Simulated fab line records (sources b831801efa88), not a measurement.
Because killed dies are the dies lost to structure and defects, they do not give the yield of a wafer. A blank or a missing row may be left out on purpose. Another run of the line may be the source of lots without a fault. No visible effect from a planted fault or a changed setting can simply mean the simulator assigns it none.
fab line records	flow sky130	part 1 of 2: steps 1 to 25 of 32
record: lots: 5	wafers: 15	last-day: 48
route steps=708 shown GATE_OXIDE@202 POLY_GATE@204 RES_PROTECT@206
lots that met no fault: taken from a fault-free run of the same line
start-h: start of the lot's first displayed wafer, in hours after the record's first day	wait-h: how many hours have passed since the lot's step before this one	" as in the row above	L1.1+2: several wafers, shown together as one row	- either no value or no given start	* or withheld: withheld	< > ~ a bound
route shown NAME@n: a module of which the file shows steps, and the number in the route of the first	usual: mean and standard deviation over wafers with no fault	same: alike in all rows	chamber/n: place in a boat	sites: readings site by site	_std_site: standard deviation across them	_edge_site: inner sites' mean taken away from outer sites' mean	radius-mm: how far each site lies from the wafer's centre	mask NAME#n: copy n	behind: the tool/chamber that last shaped the wafer	hold: why the lot was held/for how many hours/how that ended	device: the transistor (n, p or np) that didn't switch	end of line: the tests these same wafers got at the end of their route	where a step has no rows: the recipe by itself	killed: at the first sort, the dies lost to defects and structure; wafer yield is something else	map: the dies of a wafer, with x for killed, . for not killed, _ for no die there
set.NAME: the setting the step ran with; set.NAME@STEP: the setting that earlier step ran with	model.NAME: the simulator's own value behind a step, which no gauge read
lots seen at some steps along the route; tables by step, rows by wafer
services: the hour from which a tool's chamber was out of use, counted from the record's first day as start-h (under 0 if before that day), plus the number of hours and why
== steps ==
step: SKY_GATE_OXIDE_CLEAN_15
recipe: chemistry: SC1/SC2	mix: 1:4:20	temp-c: 70	time-s: 150	dry: n2-spin
usual: bath-heat-duty-pct: 13.6/1.4
lot.wafer	tool	chamber	start-h	wait-h	bath-heat-duty-pct
L075.3	wet-bench-02	1	316.32	0.0	12.3
L075.4	"	1	"	"	12.9
L075.6	"	1	"	"	10.8
L076.1	wet-bench-02	1	326.71	0.1	13.1
L076.3	"	1	"	"	11.5
L076.5	"	1	"	"	14.4
L078.1	wet-bench-02	1	339.27	0.1	12.3
L078.4	"	1	"	"	13.3
L078.5	"	1	"	"	12.7
L083.4	wet-bench-02	1	386.12	0.0	11.8
L083.5	"	1	"	"	12.1
L083.6	"	1	"	"	12.2
L090.1	wet-bench-04	0	440.17	0.1	14.0
L090.3	"	0	"	"	15.0
L090.4	"	0	"	"	14.1
step: SKY_GATE_OXIDE_OXIDATION_16
recipe: temp-c: 800	ambient: O2	idle-temp-c: 700	ramp-up-c-per-min: 10	ramp-down-c-per-min: 3	stabilise-s: 600	purge-s: 300	target-thk-a: 35.7	ox-time-s: 1915
usual: spike-tc-upper-C: 801.0/1.4	tube-center-temp-C: 800/0.069
lot.wafer	tool	chamber	start-h	wait-h	spike-tc-upper-C	tube-center-temp-C
L075.3	furnace-02	0	318.42	2.0	800.5	799.94
L075.4	"	0	"	"	801.5	800.02
L075.6	"	0	"	"	800.4	799.99
L076.1	furnace-01	0	328.27	1.5	801.8	800.03
L076.3	"	0	"	"	800.6	799.92
L076.5	"	0	"	"	801.4	799.97
L078.1	furnace-01	0	339.32	0.0	801.6	800.04
L078.4	"	0	"	"	802.8	800.01
L078.5	"	0	"	"	802.8	800.08
L083.4	furnace-01	0	389.54	3.3	799.9	799.99
L083.5	"	0	"	"	799.9	799.94
L083.6	"	0	"	"	801.8	799.97
L090.1	furnace-01	0	440.30	0.1	802.4	800.01
L090.3	"	0	"	"	801.8	800.07
L090.4	"	0	"	"	802.7	800.01
step: SKY_POLY_GATE_CVD_00
recipe: material: poly-Si	target-thk-nm: 180	temp-c: 620	time-s: 720	pressure-mtorr: 200
usual: spike-tc-upper-C: 619.9/1.1	susceptor-temp-C: 620.04/0.29
lot.wafer	tool	chamber	start-h	wait-h	spike-tc-upper-C	susceptor-temp-C
L075.3	lpcvd-01	1	319.95	0.0	621.2	620.84
L075.4	"	1	"	"	619.0	620.24
L075.6	"	1	"	"	620.7	620.44
L076.1	lpcvd-01	0	329.80	0.0	620.9	619.93
L076.3	"	0	"	"	622.0	619.46
L076.5	"	0	"	"	621.0	619.91
L078.1	lpcvd-01	1	340.86	0.0	619.3	620.45
L078.4	"	1	"	"	617.8	620.29
L078.5	"	1	"	"	620.1	620.06
L083.4	lpcvd-01	1	391.07	0.0	619.5	619.74
L083.5	"	1	"	"	619.0	619.95
L083.6	"	1	"	"	619.4	619.65
L090.1	lpcvd-01	0	441.84	0.0	621.9	619.74
L090.3	"	0	"	"	619.5	620.04
L090.4	"	0	"	"	620.6	619.68
step: SKY_POLY_GATE_THK_MEAS_01
recipe: reads: poly-Si_of_POLY_GATE_CVD_00
usual: POLY_GATE_CVD_00_THK: 179.8/1.5
lot.wafer	tool	chamber	start-h	wait-h	POLY_GATE_CVD_00_THK[nm]
L075.3	film-metro-04	-	321.17	0.0	179.6
L075.4	"	-	"	"	178.8
L075.6	"	-	"	"	180.0
L076.1	film-metro-04	-	331.00	0.0	176.6
L076.3	"	-	"	"	176.8
L076.5	"	-	"	"	177.9
L078.1	film-metro-04	-	342.06	0.0	180.6
L078.4	"	-	"	"	182.6
L078.5	"	-	"	"	182.7
L083.4	film-metro-04	-	392.30	0.0	181.6
L083.5	"	-	"	"	179.9
L083.6	"	-	"	"	181.3
L090.1	film-metro-04	-	443.04	0.0	178.6
L090.3	"	-	"	"	178.8
L090.4	"	-	"	"	178.0
step: SKY_RES_PROTECT_DEHYDRATE_00
recipe: temp-c: 200	time-s: 60
usual: resist-line-temp-C: 22.99/0.1
lot.wafer	tool	chamber	start-h	wait-h	resist-line-temp-C
L075.3	litho-track-04	0	333.27	12.1	22.99
L075.4	"	0	"	"	22.87
L075.6	"	0	"	"	23.10
L076.1	litho-track-04	0	344.07	13.1	23.01
L076.3	"	0	"	"	22.95
L076.5	"	0	"	"	22.92
L078.1	litho-track-02	0	355.22	13.1	22.76
L078.4	"	0	"	"	23.11
L078.5	"	0	"	"	23.00
L083.4	litho-track-02	0	406.24	13.9	23.15
L083.5	"	0	"	"	22.98
L083.6	"	0	"	"	22.96
L090.1	litho-track-01	0	458.77	15.7	23.01
L090.3	"	0	"	"	23.25
L090.4	"	0	"	"	23.18
step: SKY_RES_PROTECT_HMDS_01
recipe: prime-time-s: 60	prime-temp-c: 120
usual: resist-line-temp-C: 23.00/0.11
lot.wafer	tool	chamber	start-h	wait-h	resist-line-temp-C
L075.3	litho-track-04	0	333.42	0.1	23.09
L075.4	"	0	"	"	22.97
L075.6	"	0	"	"	22.93
L076.1	litho-track-04	0	344.22	0.1	22.98
L076.3	"	0	"	"	23.02
L076.5	"	0	"	"	22.95
L078.1	litho-track-02	0	355.37	0.1	22.94
L078.4	"	0	"	"	22.94
L078.5	"	0	"	"	22.93
L083.4	litho-track-02	0	406.39	0.1	22.97
L083.5	"	0	"	"	23.01
L083.6	"	0	"	"	22.96
L090.1	litho-track-01	0	458.92	0.1	22.91
L090.3	"	0	"	"	22.90
L090.4	"	0	"	"	22.83
step: SKY_RES_PROTECT_COAT_02
recipe: resist: NOVOLAK	spin-rpm: 3000	resist-thk-nm: 1140
usual: resist-line-temp-C: 22.98/0.1
lot.wafer	tool	chamber	start-h	wait-h	resist-line-temp-C
L075.3	litho-track-04	0	333.57	0.1	23.14
L075.4	"	0	"	"	22.97
L075.6	"	0	"	"	22.99
L076.1	litho-track-04	0	344.37	0.1	23.04
L076.3	"	0	"	"	23.05
L076.5	"	0	"	"	23.00
L078.1	litho-track-02	0	355.52	0.1	22.91
L078.4	"	0	"	"	22.95
L078.5	"	0	"	"	22.95
L083.4	litho-track-02	0	406.54	0.1	22.93
L083.5	"	0	"	"	23.02
L083.6	"	0	"	"	22.83
L090.1	litho-track-01	0	459.07	0.1	23.02
L090.3	"	0	"	"	23.12
L090.4	"	0	"	"	23.06
step: SKY_RES_PROTECT_SOFTBAKE_03
recipe: temp-c: 90	time-s: 60	resist: NOVOLAK
usual: resist-line-temp-C: 23.00/0.12
lot.wafer	tool	chamber	start-h	wait-h	resist-line-temp-C
L075.3	litho-track-04	0	333.72	0.1	23.00
L075.4	"	0	"	"	22.97
L075.6	"	0	"	"	22.92
L076.1	litho-track-04	0	344.52	0.1	23.01
L076.3	"	0	"	"	23.02
L076.5	"	0	"	"	23.08
L078.1	litho-track-02	0	355.67	0.1	23.02
L078.4	"	0	"	"	23.27
L078.5	"	0	"	"	23.13
L083.4	litho-track-02	0	406.69	0.1	23.10
L083.5	"	0	"	"	23.09
L083.6	"	0	"	"	23.07
L090.1	litho-track-01	0	459.22	0.1	22.82
L090.3	"	0	"	"	22.92
L090.4	"	0	"	"	22.97
step: SKY_RES_PROTECT_EXPOSE_04
recipe: mask-id: RPM	na: 0.6	source-shape: conventional	sigma-outer: 0.6	polarization: unpolarized	target-cd-nm: 1270	dose-mj: 131
usual: focus-offset-nm: 0.1/0.5
lot.wafer	tool	chamber	start-h	wait-h	mask	focus-offset-nm
L075.3	iline-stepper-01	0	-	-	RPM#0	-0.5
L075.4	"	0	"	"	RPM#0	-0.2
L075.6	"	0	"	"	RPM#0	-0.2
L076.1	iline-stepper-01	0	-	-	RPM#0	0.1
L076.3	"	0	"	"	RPM#0	0.3
L076.5	"	0	"	"	RPM#0	-0.4
L078.1	iline-stepper-01	0	-	-	RPM#0	-0.1
L078.4	"	0	"	"	RPM#0	0.1
L078.5	"	0	"	"	RPM#0	0.0
L083.4	iline-stepper-02	0	-	-	RPM#0	-0.2
L083.5	"	0	"	"	RPM#0	0.1
L083.6	"	0	"	"	RPM#0	0.2
L090.1	iline-stepper-01	0	-	-	RPM#0	0.9
L090.3	"	0	"	"	RPM#0	0.4
L090.4	"	0	"	"	RPM#0	0.2
step: SKY_RES_PROTECT_PEB_05
recipe: temp-c: withheld	time-s: *	resist: NOVOLAK
usual: resist-line-temp-C: *
lot.wafer	tool	chamber	start-h	wait-h	resist-line-temp-C
L075.3	litho-track-02	0	-	-	*
L075.4	"	0	"	"	*
L075.6	"	0	"	"	*
L076.1	litho-track-02	0	-	-	*
L076.3	"	0	"	"	*
L076.5	"	0	"	"	*
L078.1	litho-track-04	0	-	-	*
L078.4	"	0	"	"	*
L078.5	"	0	"	"	*
L083.4	litho-track-04	0	-	-	*
L083.5	"	0	"	"	*
L083.6	"	0	"	"	*
L090.1	litho-track-02	0	-	-	*
L090.3	"	0	"	"	*
L090.4	"	0	"	"	*
step: SKY_RES_PROTECT_DEVELOP_06
recipe: resist: NOVOLAK	developer: TMAH	develop-time-s: 60	dev-temp-c: 23
usual: resist-line-temp-C: 22.98/0.1
lot.wafer	tool	chamber	start-h	wait-h	resist-line-temp-C
L075.3	litho-track-02	0	347.42	0.1	22.91
L075.4	"	0	"	"	23.03
L075.6	"	0	"	"	22.89
L076.1	litho-track-02	0	357.72	0.1	22.95
L076.3	"	0	"	"	22.87
L076.5	"	0	"	"	23.08
L078.1	litho-track-04	0	369.97	0.1	23.05
L078.4	"	0	"	"	23.10
L078.5	"	0	"	"	22.90
L083.4	litho-track-04	0	420.59	0.1	23.09
L083.5	"	0	"	"	23.17
L083.6	"	0	"	"	23.03
L090.1	litho-track-02	0	474.21	0.1	23.03
L090.3	"	0	"	"	23.10
L090.4	"	0	"	"	23.10
step: SKY_POLY_GATE_IMPLANT_02
recipe: species: P	energy-kev: 29.64	dose-cm2: 7.7e+15	tilt-deg: 0
lot.wafer	tool	chamber	start-h	wait-h
L075.3+4+6	implanter-02	0	347.57	0.1
L076.1+3+5	implanter-02	0	357.87	0.1
L078.1+4+5	implanter-03	0	370.12	0.1
L083.4+5+6	implanter-04	0	420.74	0.1
L090.1+3+4	implanter-03	0	474.36	0.1
step: SKY_RES_PROTECT_STRIP_07
recipe: chemistry: O2/N2	power-w: 1400	pressure-mtorr: 1500	platen-temp-c: withheld	o2-flow-sccm: 3000	n2-flow-sccm: 300	overash-fraction: 0.5
usual: drypump-motor-current-A: 5.8/0.63	oes-product-au: 0.519/0.0047	strip-time-to-endpoint-s: 23.18/0.041
lot.wafer	tool	chamber	start-h	wait-h	drypump-motor-current-A	oes-product-au	rf-hours-counter-h	strip-time-to-endpoint-s
L075.3	plasma-asher-01	0	347.70	0.1	5.0	0.511	-	23.18
L075.4	"	1	"	"	6.4	0.517	-	23.22
L075.6	"	0	"	"	5.0	0.529	-	23.18
L076.1	plasma-asher-01	0	358.02	0.1	4.9	0.525	68	23.14
L076.3	"	0	"	"	5.0	0.513	-	23.13
L076.5	"	0	"	"	5.0	0.519	-	23.12
L078.1	plasma-asher-03	0	370.27	0.1	6.6	0.522	68	23.13
L078.4	"	1	"	"	6.4	0.522	-	23.16
L078.5	"	0	"	"	6.6	0.521	-	23.11
L083.4	plasma-asher-03	0	420.85	0.1	6.6	0.520	-	23.12
L083.5	"	0	"	"	6.6	0.518	-	23.15
L083.6	"	1	"	"	6.3	0.513	-	23.10
L090.1	plasma-asher-04	1	474.51	0.1	5.4	0.524	35	23.19
L090.3	"	0	"	"	5.5	0.520	-	23.14
L090.4	"	1	"	"	5.4	0.515	-	23.20
step: SKY_RES_PROTECT_TW_MEAS_08
usual: POLY_GATE_TW: 3994/33
lot.wafer	tool	chamber	start-h	wait-h	POLY_GATE_TW
L075.3	film-metro-03	-	347.79	0.1	3917
L075.4	"	-	"	"	3944
L075.6	"	-	"	"	3933
L076.1	film-metro-04	-	358.12	0.1	3983
L076.3	"	-	"	"	3986
L076.5	"	-	"	"	4010
L078.1	film-metro-04	-	370.37	0.1	3994
L078.4	"	-	"	"	3990
L078.5	"	-	"	"	3991
L083.4	film-metro-04	-	420.95	0.1	3991
L083.5	"	-	"	"	3983
L083.6	"	-	"	"	3978
L090.1	film-metro-01	-	474.61	0.1	3992
L090.3	"	-	"	"	3993
L090.4	"	-	"	"	4012
step: SKY_RES_PROTECT_CLEAN_09
recipe: chemistry: SC1/SC2	mix: 1:4:20	temp-c: 70	time-s: 150	dry: n2-spin
usual: bath-heat-duty-pct: 13.7/1.7
lot.wafer	tool	chamber	start-h	wait-h	bath-heat-duty-pct
L075.3	wet-bench-01	2	347.83	0.0	13.8
L075.4	"	2	"	"	13.2
L075.6	"	2	"	"	13.5
L076.1	wet-bench-01	0	358.18	0.1	15.3
L076.3	"	0	"	"	15.5
L076.5	"	0	"	"	13.9
L078.1	wet-bench-03	2	370.43	0.1	14.6
L078.4	"	2	"	"	15.5
L078.5	"	2	"	"	15.1
L083.4	wet-bench-03	3	420.98	0.0	12.7
L083.5	"	3	"	"	13.1
L083.6	"	3	"	"	13.0
L090.1	wet-bench-01	3	474.67	0.1	10.9
L090.3	"	3	"	"	10.1
L090.4	"	3	"	"	9.4
step: SKY_POLY_GATE_CVD_03
recipe: material: Si3N4	precursor: DCS/NH3	target-thk-nm: 75	temp-c: 770	time-s: 1290	pressure-mtorr: 250
usual: spike-tc-upper-C: 769.9/0.95	susceptor-temp-C: 770.0/0.36
lot.wafer	tool	chamber	start-h	wait-h	spike-tc-upper-C	susceptor-temp-C
L075.3	lpcvd-02	0	348.97	1.1	769.3	769.6
L075.4	"	0	"	"	770.7	770.2
L075.6	"	0	"	"	770.2	770.4
L076.1	lpcvd-02	1	359.41	1.2	770.3	769.9
L076.3	"	1	"	"	770.1	770.4
L076.5	"	1	"	"	769.7	770.4
L078.1	lpcvd-02	1	370.48	0.0	769.0	769.8
L078.4	"	1	"	"	770.0	769.4
L078.5	"	1	"	"	771.0	769.5
L083.4	lpcvd-02	0	421.17	0.1	769.5	769.8
L083.5	"	0	"	"	769.5	770.5
L083.6	"	0	"	"	769.2	770.0
L090.1	lpcvd-02	1	475.34	0.6	769.5	770.7
L090.3	"	1	"	"	769.8	770.2
L090.4	"	1	"	"	768.6	770.0
step: SKY_POLY_GATE_THK_MEAS_04
recipe: reads: Si3N4_of_POLY_GATE_CVD_03
usual: POLY_GATE_CVD_03_THK: 74.6/0.78
lot.wafer	tool	chamber	start-h	wait-h	POLY_GATE_CVD_03_THK[nm]
L075.3	film-metro-01	-	350.35	0.0	74.9
L075.4	"	-	"	"	75.1
L075.6	"	-	"	"	75.4
L076.1	film-metro-01	-	360.77	0.0	74.6
L076.3	"	-	"	"	74.4
L076.5	"	-	"	"	74.4
L078.1	film-metro-04	-	371.84	0.0	73.8
L078.4	"	-	"	"	73.8
L078.5	"	-	"	"	73.6
L083.4	film-metro-01	-	422.56	0.0	74.1
L083.5	"	-	"	"	73.7
L083.6	"	-	"	"	73.0
L090.1	film-metro-02	-	477.38	0.0	74.2
L090.3	"	-	"	"	75.0
L090.4	"	-	"	"	75.3
step: SKY_POLY_GATE_DEHYDRATE_05
recipe: temp-c: 200	time-s: 60
usual: resist-line-temp-C: 22.98/0.12
lot.wafer	tool	chamber	start-h	wait-h	resist-line-temp-C
L075.3	litho-track-03	0	362.87	12.5	22.97
L075.4	"	0	"	"	23.02
L075.6	"	0	"	"	22.90
L076.1	litho-track-03	0	374.62	13.8	23.04
L076.3	"	0	"	"	23.14
L076.5	"	0	"	"	23.10
L078.1	litho-track-02	0	385.27	13.4	22.95
L078.4	"	0	"	"	23.00
L078.5	"	0	"	"	23.10
L083.4	litho-track-02	0	438.39	15.8	22.87
L083.5	"	0	"	"	23.21
L083.6	"	0	"	"	23.00
L090.1	litho-track-02	0	492.86	15.5	23.02
L090.3	"	0	"	"	23.01
L090.4	"	0	"	"	23.07
step: SKY_POLY_GATE_HMDS_06
recipe: prime-time-s: 60	prime-temp-c: 120
usual: resist-line-temp-C: 23.01/0.095
lot.wafer	tool	chamber	start-h	wait-h	resist-line-temp-C
L075.3	litho-track-03	0	363.02	0.1	22.97
L075.4	"	0	"	"	22.96
L075.6	"	0	"	"	22.83
L076.1	litho-track-03	0	374.77	0.1	22.94
L076.3	"	0	"	"	22.97
L076.5	"	0	"	"	23.05
L078.1	litho-track-02	0	385.42	0.1	23.11
L078.4	"	0	"	"	22.98
L078.5	"	0	"	"	23.04
L083.4	litho-track-02	0	438.54	0.1	23.12
L083.5	"	0	"	"	23.07
L083.6	"	0	"	"	23.00
L090.1	litho-track-02	0	493.01	0.1	23.14
L090.3	"	0	"	"	23.11
L090.4	"	0	"	"	23.14
step: SKY_POLY_GATE_COAT_07
recipe: resist: BARC	temp-c: withheld	time-s: withheld	spin-rpm: 3000	resist-thk-nm: 110
usual: resist-line-temp-C: *
lot.wafer	tool	chamber	start-h	wait-h	resist-line-temp-C
L075.3	litho-track-03	0	363.17	0.1	*
L075.4	"	0	"	"	*
L075.6	"	0	"	"	*
L076.1	litho-track-03	0	374.92	0.1	*
L076.3	"	0	"	"	*
L076.5	"	0	"	"	*
L078.1	litho-track-02	0	385.57	0.1	*
L078.4	"	0	"	"	*
L078.5	"	0	"	"	*
L083.4	litho-track-02	0	438.69	0.1	*
L083.5	"	0	"	"	*
L083.6	"	0	"	"	*
L090.1	litho-track-02	0	493.16	0.1	*
L090.3	"	0	"	"	*
L090.4	"	0	"	"	*
step: SKY_POLY_GATE_COAT_08
recipe: resist: KrF-thick	spin-rpm: 3000	resist-thk-nm: 450
usual: resist-line-temp-C: 23.01/0.13
lot.wafer	tool	chamber	start-h	wait-h	resist-line-temp-C
L075.3	litho-track-03	0	-	-	23.19
L075.4	"	0	"	"	23.11
L075.6	"	0	"	"	23.11
L076.1	litho-track-03	0	-	-	22.87
L076.3	"	0	"	"	22.83
L076.5	"	0	"	"	22.89
L078.1	litho-track-02	0	-	-	23.12
L078.4	"	0	"	"	23.14
L078.5	"	0	"	"	23.19
L083.4	litho-track-02	0	-	-	22.99
L083.5	"	0	"	"	23.06
L083.6	"	0	"	"	22.93
L090.1	litho-track-02	0	-	-	22.96
L090.3	"	0	"	"	22.97
L090.4	"	0	"	"	22.95
step: SKY_POLY_GATE_SOFTBAKE_09
recipe: temp-c: 100	time-s: 90	resist: KrF-thick
usual: resist-line-temp-C: 23.03/0.095
lot.wafer	tool	chamber	start-h	wait-h	resist-line-temp-C
L075.3	litho-track-03	0	-	-	23.07
L075.4	"	0	"	"	23.11
L075.6	"	0	"	"	23.21
L076.1	litho-track-03	0	-	-	23.08
L076.3	"	0	"	"	23.15
L076.5	"	0	"	"	23.07
L078.1	litho-track-02	0	-	-	22.95
L078.4	"	0	"	"	22.99
L078.5	"	0	"	"	23.05
L083.4	litho-track-02	0	-	-	23.10
L083.5	"	0	"	"	23.05
L083.6	"	0	"	"	23.12
L090.1	litho-track-02	0	-	-	22.99
L090.3	"	0	"	"	22.84
L090.4	"	0	"	"	23.16
step: SKY_POLY_GATE_EXPOSE_10
recipe: mask-id: P1M	na: 0.68	source-shape: conventional	sigma-outer: 0.6	target-cd-nm: 150	dose-mj: 28
usual: focus-offset-nm: 0.0/0.49
lot.wafer	tool	chamber	start-h	wait-h	mask	focus-offset-nm
L075.3	krf-scanner-01	0	-	-	P1M#0	-0.2
L075.4	"	0	"	"	P1M#0	-0.2
L075.6	"	0	"	"	P1M#0	-0.3
L076.1	krf-scanner-02	0	-	-	P1M#0	-0.2
L076.3	"	0	"	"	P1M#0	0.3
L076.5	"	0	"	"	P1M#0	0.6
L078.1	krf-scanner-01	0	-	-	P1M#0	0.3
L078.4	"	0	"	"	P1M#0	-0.3
L078.5	"	0	"	"	P1M#0	0.3
L083.4	krf-scanner-02	0	-	-	P1M#0	-0.2
L083.5	"	0	"	"	P1M#0	-0.6
L083.6	"	0	"	"	P1M#0	-1.3
L090.1	krf-scanner-02	0	-	-	P1M#0	0.8
L090.3	"	0	"	"	P1M#0	0.3
L090.4	"	0	"	"	P1M#0	1.0
step: SKY_POLY_GATE_PEB_11
recipe: peb-temp-c: withheld	peb-time-s: withheld	resist: KrF-thick
usual: resist-line-temp-C: *
lot.wafer	tool	chamber	start-h	wait-h	resist-line-temp-C
L075.3	litho-track-01	0	-	-	*
L075.4	"	0	"	"	*
L075.6	"	0	"	"	*
L076.1	litho-track-01	0	-	-	*
L076.3	"	0	"	"	*
L076.5	"	0	"	"	*
L078.1	litho-track-03	0	-	-	*
L078.4	"	0	"	"	*
L078.5	"	0	"	"	*
L083.4	litho-track-02	0	-	-	*
L083.5	"	0	"	"	*
L083.6	"	0	"	"	*
L090.1	litho-track-01	0	-	-	*
L090.3	"	0	"	"	*
L090.4	"	0	"	"	*
step: SKY_POLY_GATE_DEVELOP_12
recipe: develop-time-s: 60	resist: KrF-thick	dev-temp-c: 21
usual: resist-line-temp-C: 23.01/0.097
lot.wafer	tool	chamber	start-h	wait-h	resist-line-temp-C
L075.3	litho-track-01	0	-	-	23.01
L075.4	"	0	"	"	23.02
L075.6	"	0	"	"	23.04
L076.1	litho-track-01	0	-	-	23.16
L076.3	"	0	"	"	23.07
L076.5	"	0	"	"	23.06
L078.1	litho-track-03	0	-	-	23.04
L078.4	"	0	"	"	23.13
L078.5	"	0	"	"	23.08
L083.4	litho-track-02	0	-	-	22.85
L083.5	"	0	"	"	22.93
L083.6	"	0	"	"	22.93
L090.1	litho-track-01	0	-	-	23.09
L090.3	"	0	"	"	22.89
L090.4	"	0	"	"	23.08
